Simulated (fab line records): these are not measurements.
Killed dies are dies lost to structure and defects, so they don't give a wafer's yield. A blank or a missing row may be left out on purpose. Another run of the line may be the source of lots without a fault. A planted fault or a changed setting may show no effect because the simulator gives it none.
fab line records	flow sky130
[record] lots = 11	wafers = 33	lastDay = 51
route steps=708 shown VIA3@588 CAP2M@604 METAL5@676 PASSIVATION@693 PAD_OPEN@708
lots that met no fault: from a run of the same line without faults
startH: the number of hours between the record's first day and the start of the first shown wafer of the lot	waitH: hours since the lot's step before	" unchanged from the row above	L1.1+2: several wafers, shown together as one row	- no value, or no start was given	* or withheld: withheld	< > ~ a bound
route shown NAME@n: a module of which the file shows steps, and the number in the route of the first	usual: mean/standard deviation of fault-free wafers	same: alike in all rows	chamber/n: place in a boat	sites: the reading at each site	_std_site: standard deviation of those values	_edge_site: inner sites' mean taken away from outer sites' mean	radiusMm: for every site, how far away it sits from the centre of the wafer	mask NAME#n: copy n	behind: the last tool/chamber to shape the wafer	hold: cause of the lot's hold/its duration in hours/its outcome	device: which transistor (n, p or np) failed to switch	end of line: the tests these same wafers got at the end of their route	for a step that has no rows: nothing shown but its recipe	killed: not the wafer's yield, but the dies lost to structure and defects at the first sort	map: shows each die of a wafer: x if killed, . if not, _ if none is there
set.NAME: the setting that was run; set.NAME@STEP: the one run at that earlier step	model.NAME: the simulator's own value behind a step, which no gauge read
steps of the route over a sample of lots; a table a step, a row a wafer
services: from which hour (startH, from the record's first day; less than 0 if before it) a tool's chamber was out of use, for how many hours, and why
[[steps]]
[step SKY_VIA3_ETCH_15]
[recipe] target = SiO2	chemistry = C4F8/O2/Ar	targetDepthNm = 507	stopOn = TiN	maskMaterial = KrF-thick	sourceW = 1500	biasW = 1200	pressureMtorr = 40	c4f8FlowSccm = withheld	O2_flow_sccm = 6	Ar_flow_sccm = 300	timeS = 78
[usual] oesProductAu = 0.955/0.0049
lot.wafer	tool	chamber	startH	waitH	oesProductAu	rfHoursCounterH
L944.1	rieDiel-02	1	923.71	0.0	0.948	24
L944.2	"	0	"	"	0.958	5
L944.3	"	3	"	"	0.946	11
L947.1	rieDiel-02	2	954.92	0.0	0.961	11
L947.4	"	1	"	"	0.945	24
L947.5	"	0	"	"	0.956	-
L950.3	rieDiel-03	1	966.56	0.0	0.958	17
L950.5	"	1	"	"	0.956	-
L950.6	"	0	"	"	0.952	-
L952.2	rieDiel-03	3	992.31	0.0	0.952	27
L952.4	"	0	"	"	0.956	2
L952.5	"	1	"	"	0.954	-
L954.3	rieDiel-01	2	993.31	0.0	0.962	2
L954.4	"	0	"	"	0.956	20
L954.6	"	2	"	"	0.946	-
L953.1	rieDiel-03	1	995.16	0.0	0.951	17
L953.2	"	0	"	"	0.952	2
L953.5	"	2	"	"	0.962	-
L956.2	rieDiel-02	3	1011.13	0.0	0.948	14
L956.4	"	0	"	"	0.953	-
L956.6	"	0	"	"	0.964	-
L958.1	rieDiel-01	0	1020.56	0.0	0.958	21
L958.3	"	1	"	"	0.965	7
L958.6	"	3	"	"	0.963	-
L965.1	rieDiel-03	3	1082.16	0.0	0.949	1
L965.3	"	2	"	"	0.956	16
L965.6	"	1	"	"	0.950	-
L967.1	rieDiel-03	3	1105.36	0.0	0.946	2
L967.2	"	1	"	"	0.955	21
L967.4	"	2	"	"	0.959	17
L966.1	rieDiel-02	3	1105.71	0.0	0.956	17
L966.3	"	1	"	"	0.941	3
L966.4	"	2	"	"	0.955	15
[step SKY_CAP2M_THK_MEAS_01]
[recipe] reads = SiO2_of_CAP2M_CVD_00
[usual] CAP2M_CVD_00_THK = 15.55/0.19
lot.wafer	tool	chamber	startH	waitH	CAP2M_CVD_00_THK[nm]
L944.1	filmMetro-03	-	925.50	-	15.10
L944.2	"	-	"	"	15.14
L944.3	"	-	"	"	15.21
L947.1	filmMetro-03	-	956.43	-	15.75
L947.4	"	-	"	"	15.49
L947.5	"	-	"	"	15.84
L950.3	filmMetro-03	-	968.92	-	15.55
L950.5	"	-	"	"	15.78
L950.6	"	-	"	"	15.74
L952.2	filmMetro-03	-	993.81	-	15.47
L952.4	"	-	"	"	15.75
L952.5	"	-	"	"	15.83
L954.3	filmMetro-04	-	994.82	-	15.41
L954.4	"	-	"	"	15.60
L954.6	"	-	"	"	15.78
L953.1	filmMetro-02	-	996.70	-	15.47
L953.2	"	-	"	"	15.57
L953.5	"	-	"	"	15.82
L956.2	filmMetro-03	-	1012.66	-	15.42
L956.4	"	-	"	"	15.70
L956.6	"	-	"	"	15.76
L958.1	filmMetro-03	-	1022.06	-	15.43
L958.3	"	-	"	"	15.61
L958.6	"	-	"	"	15.91
L965.1	filmMetro-03	-	1083.65	-	15.30
L965.3	"	-	"	"	15.27
L965.6	"	-	"	"	15.53
L967.1	filmMetro-03	-	1106.98	-	15.28
L967.2	"	-	"	"	15.36
L967.4	"	-	"	"	15.85
L966.1	filmMetro-02	-	1107.25	-	15.46
L966.3	"	-	"	"	15.32
L966.4	"	-	"	"	15.75
[step SKY_METAL5_METAL_ETCH_15]
[recipe] targetDepthA = 12600	stopOn = SiO2	overEtchFrac = 0.2	timeS = 252	chemistry = Cl2/BCl3	resistSidewallDeg = 86	pressureMtorr = 10	icpW = 900	biasW = 48.5	Cl2_flow_sccm = 60	bcl3FlowSccm = 30
[usual] drypumpMotorCurrentA = 6.0/0.3	heBacksideLeakSccm = 3.26/0.2	oesProductAu = 0.894/0.0052	throttleValvePct = 22.264/0.009
lot.wafer	tool	chamber	startH	waitH	drypumpMotorCurrentA	heBacksideLeakSccm	oesProductAu	rfHoursCounterH	throttleValvePct
L944.1	rieMetal-03	1	1022.54	0.0	6.4	3.03	0.900	16	22.265
L944.2	"	0	"	"	5.9	3.22	0.905	8	22.261
L944.3	"	0	"	"	5.9	3.03	0.900	-	22.255
L947.1	rieMetal-03	1	1048.24	0.0	6.4	3.12	0.896	17	22.263
L947.4	"	1	"	"	6.4	3.11	0.889	-	22.264
L947.5	"	1	"	"	6.4	3.21	0.890	-	22.272
L950.3	rieMetal-01	1	1063.82	0.1	6.2	3.36	0.899	-	22.249
L950.5	"	0	"	"	5.5	3.37	0.886	-	22.264
L950.6	"	1	"	"	6.2	3.18	0.896	-	22.266
L952.2	rieMetal-03	0	1086.61	0.0	5.9	2.92	0.891	12	22.250
L952.4	"	1	"	"	6.4	3.21	0.891	-	22.249
L952.5	"	1	"	"	6.4	3.08	0.888	-	22.280
L954.3	rieMetal-01	1	1086.98	0.1	6.2	3.17	0.899	-	22.270
L954.4	"	0	"	"	5.5	3.71	0.895	-	22.276
L954.6	"	0	"	"	5.5	3.63	0.896	-	22.261
L953.1	rieMetal-04	1	1088.70	0.0	5.7	3.31	0.900	7	22.280
L953.2	"	0	"	"	6.0	3.48	0.893	13	22.272
L953.5	"	0	"	"	6.0	3.57	0.894	-	22.259
L956.2	rieMetal-03	0	1101.24	0.0	5.9	3.07	0.893	13	22.267
L956.4	"	0	"	"	5.9	2.99	0.893	-	22.265
L956.6	"	1	"	"	6.4	3.12	0.893	-	22.251
L958.1	rieMetal-03	1	1111.34	0.0	6.4	3.11	0.903	21	22.271
L958.3	"	0	"	"	5.9	3.17	0.899	-	22.271
L958.6	"	0	"	"	5.9	3.14	0.892	-	22.261
L965.1	rieMetal-03	0	1163.90	0.0	5.9	3.23	0.887	18	22.256
L965.3	"	0	"	"	5.9	3.20	0.895	-	22.288
L965.6	"	1	"	"	6.4	3.20	0.899	-	22.261
L967.1	rieMetal-03	0	1182.01	0.0	5.9	3.27	0.894	21	22.251
L967.2	"	1	"	"	6.5	3.15	0.893	28	22.268
L967.4	"	1	"	"	6.5	3.16	0.893	-	22.262
L966.1	rieMetal-01	1	1182.23	0.1	6.2	3.35	0.886	23	22.252
L966.3	"	1	"	"	6.2	3.36	0.897	-	22.264
L966.4	"	1	"	"	6.2	3.22	0.892	-	22.279
[step SKY_PASSIVATION_STRIP_12]
[recipe] chemistry = O2/N2	powerW = 1400	pressureMtorr = 1500	platenTempC = withheld	overashFraction = 0.7	o2FlowSccm = 3000	n2FlowSccm = 300
[usual] drypumpMotorCurrentA = 5.6/0.54	oesProductAu = 0.661/0.0042	stripTimeToEndpointS = 31.56/0.12
lot.wafer	tool	chamber	startH	waitH	drypumpMotorCurrentA	oesProductAu	rfHoursCounterH	stripTimeToEndpointS
L944.1	plasmaAsher-01	1	1046.48	0.1	5.9	0.666	31	31.65
L944.2	"	0	"	"	5.5	0.661	31	31.71
L944.3	"	0	"	"	5.5	0.668	-	31.75
L947.1	plasmaAsher-02	0	1071.21	0.1	5.7	0.661	92	31.70
L947.4	"	0	"	"	5.7	0.664	-	31.84
L947.5	"	1	"	"	4.9	0.659	-	31.71
L950.3	plasmaAsher-03	1	1085.85	0.1	5.5	0.664	-	31.59
L950.5	"	0	"	"	6.5	0.669	-	31.53
L950.6	"	1	"	"	5.5	0.657	-	31.54
L952.2	plasmaAsher-03	1	1107.97	0.1	5.5	0.666	4	31.72
L952.4	"	0	"	"	6.5	0.660	-	31.56
L952.5	"	0	"	"	6.5	0.659	-	31.54
L954.3	plasmaAsher-03	0	1108.35	0.1	6.5	0.667	-	31.38
L954.4	"	1	"	"	5.5	0.662	-	31.42
L954.6	"	1	"	"	5.5	0.657	-	31.43
L953.1	plasmaAsher-03	1	1110.42	0.1	5.5	0.657	5	31.51
L953.2	"	0	"	"	6.5	0.662	5	31.49
L953.5	"	1	"	"	5.5	0.665	-	31.41
L956.2	plasmaAsher-03	1	1122.27	0.1	5.5	0.657	6	31.63
L956.4	"	1	"	"	5.5	0.665	-	31.63
L956.6	"	0	"	"	6.5	0.661	-	31.66
L958.1	plasmaAsher-02	0	1132.57	0.1	5.7	0.664	97	31.61
L958.3	"	1	"	"	4.9	0.659	-	31.59
L958.6	"	0	"	"	5.7	0.662	-	31.48
L965.1	plasmaAsher-02	0	1181.97	0.1	5.8	0.663	102	31.77
L965.3	"	1	"	"	4.9	0.670	-	31.65
L965.6	"	1	"	"	4.9	0.663	-	31.71
L967.1	plasmaAsher-02	0	1198.12	0.1	5.7	0.654	104	31.60
L967.2	"	1	"	"	4.9	0.664	104	31.58
L967.4	"	1	"	"	4.8	0.661	-	31.69
L966.1	plasmaAsher-03	0	1199.07	0.1	6.5	0.657	13	31.54
L966.3	"	1	"	"	5.5	0.665	-	31.47
L966.4	"	0	"	"	6.5	0.661	-	31.53
[step SKY_PAD_OPEN_PROBE_99]
[usual] defectLimitedYield = 82.2/1.8	killed_at_M0_to_M3 = 44/6.8	killed_at_M4_up = 2.9/1.9	killedAtContacts = 24/5.2	killedAtFrontEnd = 16/4.1	killedAtOther = 0.4/0.74	killedDies = 88/9.1	killedOpen = 48/7.2	killedShort = 39/5.6	sort_bin_3_pad_short = 0.9/0.43	sort_bin_5_function = 10.6/1.4	sort_bin_6_memory = 6.3/1	sortNPass = 404/9.1	sortYieldPct = 82.2/1.8
[same] grossDies = 492	killedAtBackSide = 0	sort_bin_4_leakage[%] = 0	sort_bin_8_speed[%] = 0
lot.wafer	tool	chamber	startH	waitH	defectLimitedYield[%]	killed_at_M0_to_M3	killed_at_M4_up	killedAtContacts	killedAtFrontEnd	killedAtOther	killedDies	killedOpen	killedShort	sort_bin_3_pad_short[%]	sort_bin_5_function[%]	sort_bin_6_memory[%]	sortNPass	sortYieldPct[%]
L947.1	prober-01	-	1094.12	0.1	82.7	45	1	22	16	1	85	48	37	0	10.8	6.5	407	82.7
L947.4	prober-01	-	1094.27	0.2	82.3	40	4	24	19	0	87	48	39	1.4	10.6	5.7	405	82.3
L947.5	prober-01	-	1094.32	0.2	84.3	42	2	15	18	0	77	38	39	1.6	7.3	6.7	415	84.3
L952.2	prober-02	-	1129.49	0.1	81.1	48	3	25	17	0	93	42	50	0.8	11.6	6.5	399	81.1
L952.4	prober-02	-	1129.59	0.2	83.1	42	4	21	16	0	83	46	34	1.2	8.5	7.1	409	83.1
L952.5	prober-02	-	1129.64	0.2	82.1	45	2	24	17	0	88	50	38	1.0	10.0	6.9	404	82.1
L953.1	prober-02	-	1131.95	0.1	84.6	37	5	19	15	0	76	39	37	1.2	9.3	4.9	416	84.6
L953.2	prober-02	-	1132.00	0.1	74.4	40	1	17	22	46	126	38	42	3.0	15.2	7.3	366	74.4
L953.5	prober-02	-	1132.15	0.2	80.9	40	2	25	27	0	94	57	37	0.4	12.2	6.5	398	80.9
L956.2	prober-02	-	1143.39	0.1	83.9	44	3	25	7	0	79	51	27	0.4	10.2	5.5	413	83.9
L956.4	prober-02	-	1143.49	0.2	85.0	43	3	20	8	0	74	36	38	1.2	8.7	5.1	418	85.0
L956.6	prober-02	-	1143.59	0.2	74.2	49	0	18	13	47	127	41	39	3.0	16.5	6.3	365	74.2
L965.1	prober-01	-	1199.93	0.1	81.5	51	4	22	14	0	91	53	37	1.0	11.2	6.3	401	81.5
L965.3	prober-01	-	1200.03	0.2	81.3	40	1	37	14	0	92	53	39	0.6	10.0	8.1	400	81.3
L965.6	prober-01	-	1200.18	0.2	81.5	54	2	20	15	0	91	45	46	1.4	11.0	6.1	401	81.5
// killed by level:class
L947.1 VIA1:geometricParticle:open=14 LI_CONTACT:geometricParticle:open=7 CONTACT:geometricParticle:open=7 VIA2:geometricParticle:open=7 POLY_GATE:geometricParticle:open=5 CONTACT:geometricParticle:short=5 VIA1:geometricParticle:short=5 METAL1:geometricParticle:short=4
L947.4 CONTACT:geometricParticle:open=10 VIA1:geometricParticle:open=8 LI_CONTACT:geometricParticle:open=7 METAL1:geometricParticle:short=7 VIA2:geometricParticle:open=6 VIA1:geometricParticle:short=5 FIELD_ISO:geometricParticle:short=4 FIELD_ISO:geometricParticle:open=4
L947.5 VIA2:geometricParticle:open=10 METAL2:geometricParticle:short=8 POLY_GATE:geometricParticle:short=6 POLY_GATE:geometricParticle:open=5 VIA1:geometricParticle:short=5 VIA3:geometricParticle:open=5 LI_CONTACT:geometricParticle:short=4 LI_CONTACT:geometricParticle:open=4
L952.2 VIA1:geometricParticle:open=10 CONTACT:geometricParticle:open=8 METAL2:geometricParticle:short=8 FIELD_ISO:geometricParticle:short=6 LI_CONTACT:geometricParticle:open=6 METAL1:geometricParticle:short=6 VIA3:geometricParticle:short=5 LOCAL_INTERCONNECT:geometricParticle:short=4
L952.4 VIA1:geometricParticle:open=14 CONTACT:geometricParticle:open=9 VIA3:geometricParticle:open=8 CONTACT:geometricParticle:short=7 VIA2:geometricParticle:open=5 VIA1:geometricParticle:short=4 FIELD_ISO:geometricParticle:short=3 SD_P:coatMicrobubblePrinted=3
L952.5 LI_CONTACT:geometricParticle:open=10 VIA2:geometricParticle:open=8 CONTACT:geometricParticle:open=7 FIELD_ISO:geometricParticle:short=6 VIA1:geometricParticle:open=6 METAL2:geometricParticle:short=6 METAL2:geometricParticle:open=5 POLY_GATE:geometricParticle:open=4
L953.1 CONTACT:geometricParticle:open=7 VIA1:geometricParticle:open=7 VIA1:geometricParticle:short=6 VIA3:geometricParticle:open=6 FIELD_ISO:geometricParticle:open=5 POLY_GATE:geometricParticle:short=5 LI_CONTACT:geometricParticle:open=4 CONTACT:geometricParticle:short=4
L953.2 PASSIVATION:unspecified=46 VIA1:geometricParticle:open=8 METAL2:geometricParticle:short=7 FIELD_ISO:geometricParticle:open=5 FIELD_ISO:geometricParticle:short=5 CONTACT:geometricParticle:open=5 LI_CONTACT:geometricParticle:open=4 POLY_GATE:geometricParticle:open=4
L953.5 LI_CONTACT:geometricParticle:open=13 VIA1:geometricParticle:open=12 FIELD_ISO:geometricParticle:short=7 VIA3:geometricParticle:open=7 POLY_GATE:geometricParticle:open=6 CONTACT:geometricParticle:open=5 METAL2:geometricParticle:short=5 POLY_GATE:geometricParticle:short=4
L956.2 LI_CONTACT:geometricParticle:open=11 VIA1:geometricParticle:open=11 VIA3:geometricParticle:open=10 CONTACT:geometricParticle:open=7 METAL2:geometricParticle:short=5 VIA1:geometricParticle:short=4 VIA2:geometricParticle:open=4 POLY_GATE:geometricParticle:open=3
L956.4 CONTACT:geometricParticle:open=10 VIA1:geometricParticle:short=9 VIA1:geometricParticle:open=7 VIA3:geometricParticle:open=7 METAL1:geometricParticle:short=5 METAL2:geometricParticle:short=5 VIA2:geometricParticle:short=4 LI_CONTACT:geometricParticle:open=4
L956.6 PASSIVATION:unspecified=46 VIA1:geometricParticle:open=9 VIA3:geometricParticle:open=9 VIA1:geometricParticle:short=8 METAL2:geometricParticle:short=8 LI_CONTACT:geometricParticle:open=5 CONTACT:geometricParticle:short=5 CONTACT:geometricParticle:open=4
L965.1 VIA1:geometricParticle:open=10 VIA3:geometricParticle:open=9 CONTACT:geometricParticle:open=9 VIA2:geometricParticle:open=7 LI_CONTACT:geometricParticle:open=6 METAL1:geometricParticle:short=6 POLY_GATE:geometricParticle:open=5 CONTACT:geometricParticle:short=4
L965.3 LI_CONTACT:geometricParticle:open=13 CONTACT:geometricParticle:open=10 VIA3:geometricParticle:open=8 METAL3:geometricParticle:short=6 LI_CONTACT:geometricParticle:short=5 CONTACT:geometricParticle:short=5 VIA1:geometricParticle:open=5 VIA2:geometricParticle:open=5
L965.6 VIA2:geometricParticle:open=14 VIA1:geometricParticle:open=9 METAL2:geometricParticle:short=8 VIA1:geometricParticle:short=7 FIELD_ISO:geometricParticle:short=6 CONTACT:geometricParticle:open=5 LOCAL_INTERCONNECT:geometricParticle:short=5 VIA3:geometricParticle:open=5
[[services]]
tool	chamber	startH	hours	kind
rieMetal-04	0	904.51	6.1	repair
rieMetal-03	-	926.66	0.4	repair
rieMetal-01	-	975.79	2.8	pm
rieDiel-02	2	997.15	39.1	repair
rieDiel-01	1	998.48	5.4	repair
rieDiel-02	3	999.02	12.0	repair
rieDiel-03	0	999.60	4.5	repair
rieDiel-01	3	1003.24	3.0	repair
plasmaAsher-02	-	1014.33	13.6	repair
rieDiel-03	-	1015.22	0.9	repair
rieDiel-02	-	1019.65	1.0	repair
plasmaAsher-02	-	1032.09	2.8	pm
rieDiel-02	-	1043.35	2.1	repair
rieDiel-01	3	1055.24	6.4	repair
plasmaAsher-03	-	1055.32	9.0	pm
rieMetal-03	1	1058.82	4.3	repair
rieDiel-01	-	1059.36	2.8	pm
rieMetal-03	-	1109.04	0.6	repair
rieMetal-01	-	1145.25	0.6	repair
rieMetal-01	-	1157.06	1.4	pm
plasmaAsher-02	-	1162.74	1.5	repair
rieDiel-02	0	1170.55	5.4	repair
rieDiel-03	-	1176.12	4.3	pm
rieDiel-01	2	1190.28	7.4	repair
[[key]]
[firstSign] step = SKY_PAD_OPEN_PROBE_99	reading = killedAtOther	direction = up	sigmas = 46	usual = 0.4	struck = 46.5
[effect] step = SKY_PAD_OPEN_PROBE_99	reading = sort_bin_3_pad_short	direction = up	sigmas = 5	usual = 0.9	struck = 3.0
metAt SKY_PASSIVATION_STRIP_12
struckLots L953,L956
struckWafers L953.2,L956.6
notActingAt SKY_VIA3_ETCH_15,SKY_CAP2M_THK_MEAS_01,SKY_METAL5_METAL_ETCH_15
onsetBetween 1108.35 1110.42
[fault] kind = chamberParticleSource	tool = plasmaAsher-03	chamber = 0	onsetH = 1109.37	steps = SKY_PASSIVATION_STRIP_12	ratePerVisitCm2 = 0.70894	endH = 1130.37
